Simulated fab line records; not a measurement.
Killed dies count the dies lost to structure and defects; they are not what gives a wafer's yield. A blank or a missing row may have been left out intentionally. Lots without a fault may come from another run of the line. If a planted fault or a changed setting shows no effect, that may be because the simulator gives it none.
fab line records	flow sky130
record: lots: 7	wafers: 21	last-day: 50
route steps=708 shown RES_XHIGH@332 SD_N@342 PAD_OPEN@708
lots that met no fault: from a run of the same line without faults
start-h: start of the lot's first displayed wafer, in hours after the record's first day	wait-h: how many hours have passed since the lot's step before this one	" identical to the entry in the row above	L1.1+2: several wafers, shown together as one row	- no value, or no start was given	* or withheld: withheld	< > ~ a bound
route shown NAME@n: a module of which the file shows steps, and the number in the route of the first	usual: mean/standard deviation taken from wafers without a fault	same: alike in all rows	chamber/n: place in a boat	sites: per-site readings	_std_site: the values' standard deviation	_edge_site: the outer-site mean with the inner-site mean subtracted	radius-mm: for every site, how far away it sits from the centre of the wafer	mask NAME#n: copy n	behind: tool/chamber where the wafer was last shaped	hold: why the lot was held/for how many hours/how that ended	device: which transistor (n, p or np) failed to switch	end of line: tests of these same wafers at the route's end	where a step has no rows: the recipe by itself	killed: the dies lost at the first sort to structure and to defects; this is not the yield of the wafer	map: dies across one wafer; x = killed, . = not, _ = none there
set.NAME: the run value of the setting; set.NAME@STEP: its run value at that earlier step	model.NAME: the simulator's own value behind a step, which no gauge read
a table for each step, a row for each wafer; lots at some steps of the route
services: a tool's chamber out of use, with start hour (start-h, from the record's first day; less than 0 if before it), hours out, and reason
== steps ==
step: SKY_RES_XHIGH_DEHYDRATE_00
recipe: temp-c: 200	time-s: 60
step: SKY_RES_XHIGH_HMDS_01
recipe: prime-time-s: 60	prime-temp-c: 120
step: SKY_RES_XHIGH_COAT_02
recipe: resist: NOVOLAK	spin-rpm: 3000	resist-thk-nm: 1140
step: SKY_RES_XHIGH_SOFTBAKE_03
recipe: temp-c: 90	time-s: 60	resist: NOVOLAK
step: SKY_RES_XHIGH_EXPOSE_04
recipe: mask-id: URPM	na: 0.6	source-shape: conventional	sigma-outer: 0.6	polarization: unpolarized	target-cd-nm: 1270	dose-mj: 140
step: SKY_RES_XHIGH_PEB_05
recipe: temp-c: withheld	time-s: *	resist: NOVOLAK
step: SKY_RES_XHIGH_DEVELOP_06
recipe: resist: NOVOLAK	developer: TMAH	develop-time-s: 60	dev-temp-c: 23
step: SKY_RES_XHIGH_IMPLANT_07
recipe: species: BF2	energy-kev: 20	dose-cm2: 3.6e+14	tilt-deg: 0
step: SKY_RES_XHIGH_STRIP_08
recipe: chemistry: O2/N2	power-w: 1400	pressure-mtorr: 1500	platen-temp-c: withheld	o2-flow-sccm: 3000	n2-flow-sccm: 300	overash-fraction: 0.5
usual: drypump-motor-current-A: 5.83/0.28	n2-flow-sccm: 300.2/0.86	oes-product-au: 0.711/0.0047	strip-time-to-endpoint-s: 14.29/0.043
lot.wafer	tool	chamber	start-h	wait-h	drypump-motor-current-A	n2-flow-sccm	oes-product-au	rf-hours-counter-h	strip-time-to-endpoint-s
L836.1	plasma-asher-03	1	638.28	0.1	5.31	300.4	0.713	100	14.31
L836.2	"	0	"	"	6.05	301.0	0.711	100	14.31
L836.5	"	0	"	"	6.07	301.6	0.712	-	14.30
L843.2	plasma-asher-02	0	690.39	0.1	5.82	301.0	0.705	55	14.32
L843.3	"	1	"	"	5.76	299.0	0.719	-	14.33
L843.6	"	0	"	"	5.83	300.5	0.716	-	14.32
L842.4	plasma-asher-01	0	690.72	0.1	5.91	301.5	0.718	-	14.37
L842.5	"	0	"	"	5.94	301.9	0.707	-	14.32
L842.6	"	1	"	"	6.22	301.4	0.706	-	14.34
L844.1	plasma-asher-02	1	701.84	0.1	5.73	299.5	0.717	56	14.32
L844.2	"	0	"	"	5.84	299.5	0.711	56	14.32
L844.4	"	1	"	"	5.73	299.4	0.711	-	14.25
L852.1	plasma-asher-03	1	759.93	0.1	5.31	299.6	0.712	1	14.28
L852.4	"	0	"	"	6.08	299.6	0.712	-	14.33
L852.5	"	1	"	"	5.33	299.8	0.712	-	14.28
L854.1	plasma-asher-02	0	767.83	0.1	5.85	299.8	0.712	64	14.37
L854.3	"	1	"	"	5.72	300.5	0.716	-	14.37
L854.4	"	0	"	"	5.88	300.5	0.714	-	14.38
L856.1	plasma-asher-02	1	787.88	0.1	5.75	300.4	0.709	66	14.29
L856.3	"	0	"	"	5.85	301.4	0.710	-	14.26
L856.6	"	1	"	"	5.77	300.6	0.710	-	14.29
step: SKY_RES_XHIGH_TW_MEAS_09
usual: RES_XHIGH_TW: 1644/8.6
lot.wafer	tool	chamber	start-h	wait-h	RES_XHIGH_TW
L836.1	film-metro-04	-	638.38	0.1	1644
L836.2	"	-	"	"	1629
L836.5	"	-	"	"	1632
L843.2	film-metro-04	-	690.50	0.1	1636
L843.3	"	-	"	"	1647
L843.6	"	-	"	"	1630
L842.4	film-metro-04	-	690.82	0.1	1641
L842.5	"	-	"	"	1640
L842.6	"	-	"	"	1642
L844.1	film-metro-03	-	701.94	0.1	1650
L844.2	"	-	"	"	1651
L844.4	"	-	"	"	1648
L852.1	film-metro-03	-	760.03	0.1	1650
L852.4	"	-	"	"	1637
L852.5	"	-	"	"	1631
L854.1	film-metro-01	-	767.93	0.1	1656
L854.3	"	-	"	"	1661
L854.4	"	-	"	"	1661
L856.1	film-metro-01	-	787.98	0.1	1656
L856.3	"	-	"	"	1654
L856.6	"	-	"	"	1659
step: SKY_SD_N_DEHYDRATE_00
recipe: temp-c: 200	time-s: 60
step: SKY_SD_N_HMDS_01
recipe: prime-time-s: 60	prime-temp-c: 120
step: SKY_SD_N_COAT_02
recipe: resist: NOVOLAK	spin-rpm: 3000	resist-thk-nm: 1140
usual: chill-plate-temp-C: 23.01/0.096	dispense-pressure-kPa: 47/4.5	spin-speed-rpm: 2999.9/2.4
lot.wafer	tool	chamber	start-h	wait-h	chill-plate-temp-C	dispense-pressure-kPa	spin-speed-rpm
L836.1	litho-track-04	0	652.76	0.1	22.84	54	2999.6
L836.2	"	0	"	"	22.91	54	2999.6
L836.5	"	0	"	"	22.88	54	3000.0
L843.2	litho-track-03	-	704.52	0.1	-	-	-
L843.3	"	-	"	"	-	-	-
L843.6	"	-	"	"	-	-	-
L842.4	litho-track-01	-	704.61	0.1	-	-	-
L842.5	"	-	"	"	-	-	-
L842.6	"	-	"	"	-	-	-
L844.1	litho-track-04	-	715.01	0.1	-	-	-
L844.2	"	-	"	"	-	-	-
L844.4	"	-	"	"	-	-	-
L852.1	litho-track-03	0	773.35	0.1	23.08	44	3002.9
L852.4	"	0	"	"	22.92	44	3000.2
L852.5	"	0	"	"	22.92	44	3002.6
L854.1	litho-track-04	0	780.46	0.1	23.02	54	3001.5
L854.3	"	0	"	"	22.93	54	2999.1
L854.4	"	0	"	"	23.09	54	2996.9
L856.1	litho-track-03	0	800.60	0.1	22.92	44	3000.0
L856.3	"	0	"	"	22.97	44	3002.2
L856.6	"	0	"	"	22.89	44	3000.3
step: SKY_SD_N_SOFTBAKE_03
recipe: temp-c: 90	time-s: 60	resist: NOVOLAK
step: SKY_SD_N_EXPOSE_04
recipe: mask-id: NSDM	na: 0.6	source-shape: conventional	sigma-outer: 0.6	polarization: unpolarized	target-cd-nm: 380	dose-mj: 141
step: SKY_SD_N_PEB_05
recipe: temp-c: withheld	time-s: *	resist: NOVOLAK
step: SKY_SD_N_DEVELOP_06
recipe: resist: NOVOLAK	developer: TMAH	develop-time-s: 60	dev-temp-c: 23
step: SKY_SD_N_CD_MEAS_07
recipe: target-cd-nm: 380
usual: cd-nm: 380.4/2.7
lot.wafer	tool	chamber	start-h	wait-h	cd-nm
L836.1	cd-sem-02	-	666.45	0.1	380.5
L836.2	"	-	"	"	378.7
L836.5	"	-	"	"	378.0
L843.2	cd-sem-02	-	718.47	0.1	-
L843.3	"	-	"	"	-
L843.6	"	-	"	"	-
L842.4	cd-sem-02	-	718.80	0.1	-
L842.5	"	-	"	"	-
L842.6	"	-	"	"	-
L844.1	cd-sem-02	-	729.49	0.1	-
L844.2	"	-	"	"	-
L844.4	"	-	"	"	-
L852.1	cd-sem-02	-	787.15	0.1	377.4
L852.4	"	-	"	"	379.2
L852.5	"	-	"	"	377.0
L854.1	cd-sem-01	-	794.31	0.1	380.2
L854.3	"	-	"	"	378.0
L854.4	"	-	"	"	380.8
L856.1	cd-sem-02	-	813.70	0.1	382.5
L856.3	"	-	"	"	382.7
L856.6	"	-	"	"	381.2
step: SKY_SD_N_OVL_MEAS_08
usual: SD_N_OVL: 0.9/1.3
lot.wafer	tool	chamber	start-h	wait-h	SD_N_OVL[nm]
L836.1	overlay-02	-	666.57	0.1	0.1
L836.2	"	-	"	"	0.0
L836.5	"	-	"	"	0.3
L843.2	overlay-02	-	718.57	0.1	-
L843.3	"	-	"	"	-
L843.6	"	-	"	"	-
L842.4	overlay-02	-	718.88	0.1	-
L842.5	"	-	"	"	-
L842.6	"	-	"	"	-
L844.1	overlay-01	-	729.61	0.1	-
L844.2	"	-	"	"	-
L844.4	"	-	"	"	-
L852.1	overlay-02	-	787.27	0.1	1.0
L852.4	"	-	"	"	0.2
L852.5	"	-	"	"	0.4
L854.1	overlay-02	-	794.43	0.1	3.3
L854.3	"	-	"	"	2.7
L854.4	"	-	"	"	2.4
L856.1	overlay-01	-	813.82	0.1	-0.5
L856.3	"	-	"	"	0.7
L856.6	"	-	"	"	-0.3
step: SKY_PAD_OPEN_PROBE_99
usual: killed_at_M0_to_M3: 43/7.3	killed_at_M4_up: 3.1/1.7	killed-at-contacts: 25/5.3	killed-at-front-end: 15/4.3	killed-at-other: 0.2/0.54	killed-dies: 87/10	killed-on-rim: 17/3.9	killed-open: 48/7.6	killed-short: 38/6.1
same: gross-dies: 492	killed-at-back-side: 0
lot.wafer	tool	chamber	start-h	wait-h	killed_at_M0_to_M3	killed_at_M4_up	killed-at-contacts	killed-at-front-end	killed-at-other	killed-dies	killed-on-rim	killed-open	killed-short
L843.2	prober-01	-	1127.15	0.1	28	5	17	442	0	492	96	34	26
L843.3	prober-01	-	1127.20	0.2	40	2	24	424	2	492	96	39	40
L843.6	prober-01	-	1127.35	0.2	60	3	20	408	1	492	96	53	45
L842.4	prober-02	-	1127.56	0.2	44	3	29	416	0	492	96	57	33
L842.5	prober-02	-	1127.61	0.2	45	5	25	417	0	492	96	53	36
L842.6	prober-02	-	1127.66	0.2	44	4	20	424	0	492	96	34	47
L844.1	prober-01	-	1135.55	0.1	36	2	32	422	0	492	96	40	45
L844.2	prober-01	-	1135.60	0.1	51	3	25	413	0	492	96	57	37
L844.4	prober-01	-	1135.70	0.2	44	2	29	417	0	492	96	45	43
L854.1	prober-01	-	1182.99	0.1	59	2	15	10	0	86	15	48	38
L854.3	prober-01	-	1183.09	0.2	50	1	20	11	0	82	20	45	36
L856.1	prober-01	-	1192.91	0.1	43	4	31	15	0	93	12	58	34
L856.3	prober-01	-	1193.01	0.2	46	5	22	12	0	85	19	47	38
L856.6	prober-01	-	1193.16	0.2	37	1	29	10	0	77	13	41	36
killed by level:class
L843.2 SD_N:area-expose=432 VIA1:geometric-particle:open=9 CONTACT:geometric-particle:open=7 POLY_GATE:geometric-particle:open=4 METAL2:geometric-particle:short=4 LI_CONTACT:geometric-particle:open=3 LOCAL_INTERCONNECT:geometric-particle:open=3 METAL1:geometric-particle:short=3
L843.3 SD_N:area-expose=413 VIA1:geometric-particle:open=9 LOCAL_INTERCONNECT:geometric-particle:short=7 LI_CONTACT:geometric-particle:open=5 VIA3:geometric-particle:open=5 VIA3:geometric-particle:short=5 VIA2:geometric-particle:open=5 FIELD_ISO:geometric-particle:open=4
L843.6 SD_N:area-expose=394 VIA2:geometric-particle:open=12 METAL2:geometric-particle:short=11 VIA1:geometric-particle:open=10 VIA3:geometric-particle:open=7 CONTACT:geometric-particle:open=7 VIA1:geometric-particle:short=7 LI_CONTACT:geometric-particle:open=6
L842.4 SD_N:area-expose=402 CONTACT:geometric-particle:open=15 VIA1:geometric-particle:open=11 VIA2:geometric-particle:open=8 POLY_GATE:geometric-particle:open=6 LOCAL_INTERCONNECT:geometric-particle:short=6 VIA3:geometric-particle:open=6 METAL2:geometric-particle:short=5
L842.5 SD_N:area-expose=403 VIA1:geometric-particle:open=9 VIA2:geometric-particle:open=9 CONTACT:geometric-particle:open=7 LOCAL_INTERCONNECT:geometric-particle:short=6 VIA1:geometric-particle:short=6 POLY_GATE:geometric-particle:open=5 METAL1:geometric-particle:short=5
L842.6 SD_N:area-expose=411 VIA1:geometric-particle:open=11 CONTACT:geometric-particle:open=7 VIA1:geometric-particle:short=7 METAL2:geometric-particle:short=7 CONTACT:geometric-particle:short=6 METAL1:geometric-particle:short=6 POLY_GATE:geometric-particle:short=5
L844.1 SD_N:area-expose=407 VIA1:geometric-particle:open=12 CONTACT:geometric-particle:short=8 CONTACT:geometric-particle:open=8 METAL2:geometric-particle:short=7 LOCAL_INTERCONNECT:geometric-particle:short=6 LI_CONTACT:geometric-particle:short=5 LI_CONTACT:geometric-particle:open=5
L844.2 SD_N:area-expose=398 VIA3:geometric-particle:open=13 VIA1:geometric-particle:open=10 CONTACT:geometric-particle:open=7 METAL2:geometric-particle:short=7 VIA2:geometric-particle:open=7 POLY_GATE:geometric-particle:open=5 LI_CONTACT:geometric-particle:open=5
L844.4 SD_N:area-expose=403 VIA1:geometric-particle:open=15 LI_CONTACT:geometric-particle:open=12 CONTACT:geometric-particle:short=6 METAL2:geometric-particle:short=5 CONTACT:geometric-particle:open=5 METAL3:geometric-particle:short=5 LOCAL_INTERCONNECT:geometric-particle:short=4
L854.1 VIA1:geometric-particle:open=16 METAL1:geometric-particle:short=8 VIA2:geometric-particle:open=6 CONTACT:geometric-particle:open=5 VIA1:geometric-particle:short=5 METAL2:geometric-particle:open=5 VIA3:geometric-particle:open=5 SPACER:geometric-particle:short=4
L854.3 VIA1:geometric-particle:open=13 METAL2:geometric-particle:short=9 VIA2:geometric-particle:open=7 LI_CONTACT:geometric-particle:open=6 CONTACT:geometric-particle:open=5 METAL1:geometric-particle:short=5 VIA1:geometric-particle:short=4 POLY_GATE:geometric-particle:open=3
L856.1 CONTACT:geometric-particle:open=12 VIA1:geometric-particle:open=11 LI_CONTACT:geometric-particle:open=11 VIA2:geometric-particle:open=7 METAL1:geometric-particle:short=6 POLY_GATE:geometric-particle:open=5 METAL3:geometric-particle:short=5 VIA3:geometric-particle:open=5
L856.3 VIA1:geometric-particle:open=10 CONTACT:geometric-particle:open=8 LI_CONTACT:geometric-particle:open=7 METAL3:geometric-particle:short=6 VIA3:geometric-particle:open=5 POLY_GATE:geometric-particle:open=4 VIA2:geometric-particle:open=4 METAL1:geometric-particle:short=4
L856.6 CONTACT:geometric-particle:open=15 METAL1:geometric-particle:short=7 METAL2:geometric-particle:short=7 VIA1:geometric-particle:open=6 FIELD_ISO:geometric-particle:open=4 LI_CONTACT:geometric-particle:open=4 CONTACT:geometric-particle:short=4 VIA1:geometric-particle:short=4
map L842.4 (x killed, . not)
__________xxxxxxxxxx_________
________xxxxxxxxxxxxxx_______
______xxxxxxxxxxxxxxxxxx_____
_____xxxxxxxxxxxxxxxxxxxx____
____xxxxxxxxxxxxxxxxxxxxxx___
___xxxxxxxxxxxxxxxxxxxxxxxx__
__xxxxxxxxxxxxxxxxxxxxxxxxxx_
_xxxxxxxxxxxxxxxxxxxxxxxxxxxx
_xxxxxxxxxxxxxxxxxxxxxxxxxxxx
_xxxxxxxxxxxxxxxxxxxxxxxxxxxx
_xxxxxxxxxxxxxxxxxxxxxxxxxxxx
_xxxxxxxxxxxxxxxxxxxxxxxxxxxx
_xxxxxxxxxxxxxxxxxxxxxxxxxxxx
_xxxxxxxxxxxxxxxxxxxxxxxxxxxx
_xxxxxxxxxxxxxxxxxxxxxxxxxxxx
__xxxxxxxxxxxxxxxxxxxxxxxxxx_
___xxxxxxxxxxxxxxxxxxxxxxxx__
____xxxxxxxxxxxxxxxxxxxxxx___
_____xxxxxxxxxxxxxxxxxxxx____
______xxxxxxxxxxxxxxxxxx_____
________xxxxxxxxxxxxxx_______
__________xxxxxxxxxx_________
map L843.2 (x killed, . not)
__________xxxxxxxxxx_________
________xxxxxxxxxxxxxx_______
______xxxxxxxxxxxxxxxxxx_____
_____xxxxxxxxxxxxxxxxxxxx____
____xxxxxxxxxxxxxxxxxxxxxx___
___xxxxxxxxxxxxxxxxxxxxxxxx__
__xxxxxxxxxxxxxxxxxxxxxxxxxx_
_xxxxxxxxxxxxxxxxxxxxxxxxxxxx
_xxxxxxxxxxxxxxxxxxxxxxxxxxxx
_xxxxxxxxxxxxxxxxxxxxxxxxxxxx
_xxxxxxxxxxxxxxxxxxxxxxxxxxxx
_xxxxxxxxxxxxxxxxxxxxxxxxxxxx
_xxxxxxxxxxxxxxxxxxxxxxxxxxxx
_xxxxxxxxxxxxxxxxxxxxxxxxxxxx
_xxxxxxxxxxxxxxxxxxxxxxxxxxxx
__xxxxxxxxxxxxxxxxxxxxxxxxxx_
___xxxxxxxxxxxxxxxxxxxxxxxx__
____xxxxxxxxxxxxxxxxxxxxxx___
_____xxxxxxxxxxxxxxxxxxxx____
______xxxxxxxxxxxxxxxxxx_____
________xxxxxxxxxxxxxx_______
__________xxxxxxxxxx_________
== services ==
tool	chamber	start-h	hours	kind
plasma-asher-02	-	626.66	1.4	repair
plasma-asher-02	-	634.29	2.0	repair
plasma-asher-01	-	655.47	0.5	repair
plasma-asher-01	-	665.10	2.8	pm
litho-track-04	-	684.96	-	consumable-replace:filter
plasma-asher-03	-	688.68	38.8	repair
plasma-asher-03	-	721.09	9.0	repair
plasma-asher-03	-	730.11	2.8	pm
plasma-asher-03	-	733.75	9.0	pm
plasma-asher-03	0	733.75	12.5	vent-cycle
plasma-asher-03	1	733.75	12.5	vent-cycle
plasma-asher-03	-	737.85	8.4	repair
plasma-asher-03	0	742.75	-	clean
plasma-asher-03	1	742.75	-	clean
plasma-asher-02	-	766.52	1.3	repair
== key ==
first-sign: step: SKY_SD_N_COAT_02	reading: tool-record	direction: missing
effect: step: SKY_SD_N_CD_MEAS_07	reading: cd-nm	direction: missing
effect: step: SKY_SD_N_OVL_MEAS_08	reading: SD_N_OVL	direction: missing
effect: step: SKY_PAD_OPEN_PROBE_99	reading: killed-at-front-end	direction: up	sigmas: 95	usual: 15	struck: 420
more-kills-born-at: SKY_SD_N_EXPOSE_04@iline-stepper-02: 2447	SKY_SD_N_EXPOSE_04@iline-stepper-01: 1216
met-at SKY_SD_N_COAT_02
struck-wafers L842.4,L842.5,L842.6,L843.2,L843.3,L843.6,L844.1,L844.2,L844.4
tester-left-out L842,L843,L844
onset-between 652.76 704.52
fault: kind: skipped-step-whole	tool: litho-track-01,litho-track-03,litho-track-04	chamber: -	onset-h: 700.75	steps: SKY_SD_N_COAT_02	scope: struck-lots-only
tester-left-out: of these lots the tester's yield and bins aren't shown, on N5 and GAA mostly nor the transistor test; their killed dies are dies lost to structure and defects alone, not to doping, threshold or leakage, so they don't give the yield
